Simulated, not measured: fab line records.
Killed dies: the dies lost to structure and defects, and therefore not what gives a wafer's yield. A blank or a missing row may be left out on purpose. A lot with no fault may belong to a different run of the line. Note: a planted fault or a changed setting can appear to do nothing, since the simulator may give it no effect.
Chamber matching | flow sky130 | pecvd-01 running SKY_PASSIVATION_CVD_02: 3 sister chambers
The step deposits Si3N4, target thk 540 nm. 6 wafers are shown with their chamber, then 12 later ones without.

EACH WAFER AND ITS CHAMBER
wafer  | chamber | heater power w (W)
L081.2 | 1       | 800
L081.4 | 1       | 633
L081.6 | 0       | 920
L084.2 | 2       | 756
L084.5 | 0       | 922
L084.6 | 2       | 756

WAFERS WHOSE CHAMBER IS MISSING
wafer  | heater power w (W)
L090.1 | 807
L090.3 | 657
L090.6 | 633
L091.2 | 654
L091.3 | 727
L091.6 | 744
L093.1 | 932
L093.3 | 699
L093.4 | 761
L095.1 | 741
L095.3 | 800
L095.5 | 926

WHICH CHAMBER EACH ONE RAN IN
wafer  | from the rows above          | in truth
L090.1 | can't be placed: 2 or 1 or 0 | 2
L090.3 | can't be placed: 1 or 2      | 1
L090.6 | can't be placed: 1 or 2      | 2
L091.2 | can't be placed: 1 or 2      | 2
L091.3 | can't be placed: 1 or 2      | 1
L091.6 | can't be placed: 2 or 1      | 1
L093.1 | 0                            | 0
L093.3 | can't be placed: 1 or 2      | 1
L093.4 | can't be placed: 2 or 1      | 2
L095.1 | can't be placed: 2 or 1      | 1
L095.3 | can't be placed: 2 or 1 or 0 | 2
L095.5 | 0                            | 0
Placed correctly: 2 of 12. These rows do not allow placing 10 (true chamber among the candidates in 10). 0 placed wrongly.
How it was worked out, from the rows above alone: a wafer's distance from a chamber is the root of the sum, over the readings, of the square of ((its reading less the chamber's mean) divided by the reading's scatter). If the next closest chamber is less than 2 further off than the closest, the wafer can't be placed; otherwise it belongs to the closest. A chamber's mean is the mean of its shown wafers. The scatter: take each reading less its chamber's mean, square it, sum over the shown wafers, divide by the number of wafers less the number of chambers, and take the root.
